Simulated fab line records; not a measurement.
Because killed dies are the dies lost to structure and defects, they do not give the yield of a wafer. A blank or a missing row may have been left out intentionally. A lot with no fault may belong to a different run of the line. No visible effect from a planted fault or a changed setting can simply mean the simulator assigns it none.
A struck lot beside a sound one | flow sky130 | 17 steps out of a route of 708
Sound: wafers L506.3, L506.5, L506.6. Wafers struck: L509.3, L509.4, L509.6. The cause is given at the end.
Each step with rows lists, per side, the tool, then ch with its chambers, then its first start. Under that, the readings that differ: sound wafers | struck wafers | difference of the means | sigmas: that difference in standard deviations of wafers without a fault.
alike: same words and numbers on both sides, and readings whose means sit less than 2 such deviations apart. not compared: any withheld reading, any reading some wafer has no value for, any bound like >300 that may hide the same value, and any number with overlapping values for which the record gives no deviation.
The two part at a step that has a row with sigmas, a row that says differs or no value, or rows on one side only. Non-overlapping numbers with no deviation appear without sigmas and do not part them. A reading missing from all wafers of one side parts the sides only when that side holds two or more wafers.

SKY_VT_ADJUST_HVTR_OVL_MEAS_08:
  sound: overlay-02 at day 13 11:58; struck: overlay-01 at day 14 19:50
  alike: VT_ADJUST_HVTR_OVL
following that, these wafers have no rows for 1 step: SKY_VT_ADJUST_HVTR_IMPLANT_09.
SKY_VT_ADJUST_HVTR_STRIP_10: strips in O2/N2.
  sound on plasma asher-02 ch 0,1, day 13 12:10; struck on plasma asher-04 ch 0,1, day 14 20:03
  reading               | sound             | struck            | difference | sigmas
  oes product au (a.u.) | 0.714 0.714 0.704 | 0.714 0.719 0.729 | +0.010     | +2
  alike: chamber pressure mTorr, drypump motor current A, n2 flow sccm, strip time to endpoint s
  not compared: rf hours counter h
SKY_VT_ADJUST_HVTR_TW_MEAS_11:
  sound: film metro-01 at day 13 12:16; struck: film metro-01 at day 14 20:08
  alike: VT_ADJUST_HVTR_TW
then, 7 steps without rows for these wafers: SKY_VT_ADJUST_PCH_DEHYDRATE_00 (time 60 s); SKY_VT_ADJUST_PCH_HMDS_01 (prime time 60 s); SKY_VT_ADJUST_PCH_COAT_02 (resist thk 3000 nm); SKY_VT_ADJUST_PCH_SOFTBAKE_03; SKY_VT_ADJUST_PCH_EXPOSE_04 (exposes mask NWM, target cd 840 nm); SKY_VT_ADJUST_PCH_PEB_05; SKY_VT_ADJUST_PCH_DEVELOP_06 (develop time 60 s).
SKY_VT_ADJUST_PCH_OVL_MEAS_07:
  sound: overlay-01 at day 14 14:41; struck: overlay-01 at day 15 22:58
  alike: VT_ADJUST_PCH_OVL
SKY_VT_ADJUST_PCH_IMPLANT_08:
  sound on implanter-01 ch 0, day 14 14:46; struck on implanter-02 ch 0, day 15 23:03
  reading            | sound                         | struck                        | difference | sigmas
  dose ions cm2      | 4.991e+11 5.006e+11 4.996e+11 | 3.433e+11 3.434e+11 3.438e+11 | -1.563e+11 | -99 or more
  faraday current uA | 2.82 2.77 2.79                | 1.99 1.93 1.94                | -0.84      | -15
SKY_VT_ADJUST_PCH_STRIP_09: strips in O2/N2.
  sound on plasma asher-02 ch 0,1, day 14 14:54; struck on plasma asher-02 ch 0,1, day 15 23:11
  reading                      | sound             | struck            | difference | sigmas
  strip time to endpoint s (s) | 36.65 36.63 36.75 | 36.89 36.91 36.83 | +0.20      | +2
  alike: chamber pressure mTorr, drypump motor current A, n2 flow sccm, oes product au
  not compared: rf hours counter h
SKY_VT_ADJUST_PCH_TW_MEAS_10:
  sound: film metro-01 at day 14 14:59; struck: film metro-04 at day 15 23:16
  reading          | sound             | struck            | difference | sigmas
  VT_ADJUST_PCH_TW | 143.3 143.1 143.7 | 128.3 128.4 127.9 | -15.2      | -12
then, 1 step without rows for these wafers: SKY_SONOS_TUNNEL_DEHYDRATE_00 (time 60 s).
-- a jump in the record: the struck wafers' starts before and after are 34 days apart (it breaks off in module SONOS_TUNNEL and resumes in module PAD_OPEN, where the first step shown is number 708 of the route) --
SKY_PAD_OPEN_PROBE_99:
  sound: prober-02 at day 49 02:07; struck: prober-02 at day 50 01:05
  reading                                   | sound                   | struck                  | difference | sigmas
  model.etest.pfet_01v8_lvt.drive ua um     | 174.8 178.2 174.3       | 166.8 168.3 167.1       | -8.4       |
  model.etest.pfet g5v0d10v5.off log10 a um | -12.46 -12.06 -12.52    | -13.32 -13.42 -13.35    | -1.02      |
  model.etest.pfet_01v8_lvt.off log10 a um  | -8.677 -8.72 -8.712     | -9.579 -9.407 -9.562    | -0.813     |
  model.etest.pfet g5v0d10v5.vt sat v (V)   | -0.6341 -0.5928 -0.6097 | -0.7262 -0.7138 -0.7451 | -0.1162    |
  model.etest.pfet_16v.vt v (V)             | -1.073 -1.067 -1.077    | -1.18 -1.172 -1.174     | -0.10      |
  model.etest.pfet g5v0d10v5.vt v (V)       | -0.8281 -0.7926 -0.8105 | -0.898 -0.8827 -0.9143  | -0.088     |
  model.etest.pfet g5v0d10v5.vt long v (V)  | -0.9096 -0.8982 -0.9088 | -1 -0.9905 -0.9908      | +0         |
  model.etest.pfet_01v8_lvt.vt sat v (V)    | -0.4266 -0.4199 -0.42   | -0.4979 -0.496 -0.4973  | -0.0749    |
  alike: killed_at_M0_to_M3, killed_at_M4_up, killed at contacts, killed at front end, killed at other, killed dies, killed open, killed short

WHERE THEY PART
Earliest at SKY_VT_ADJUST_HVTR_STRIP_10; latest, in this record, at SKY_VT_ADJUST_PCH_TW_MEAS_10. Later steps at which nothing parts them and some readings are alike: SKY_PAD_OPEN_PROBE_99.

WHY: the cause the simulator had injected
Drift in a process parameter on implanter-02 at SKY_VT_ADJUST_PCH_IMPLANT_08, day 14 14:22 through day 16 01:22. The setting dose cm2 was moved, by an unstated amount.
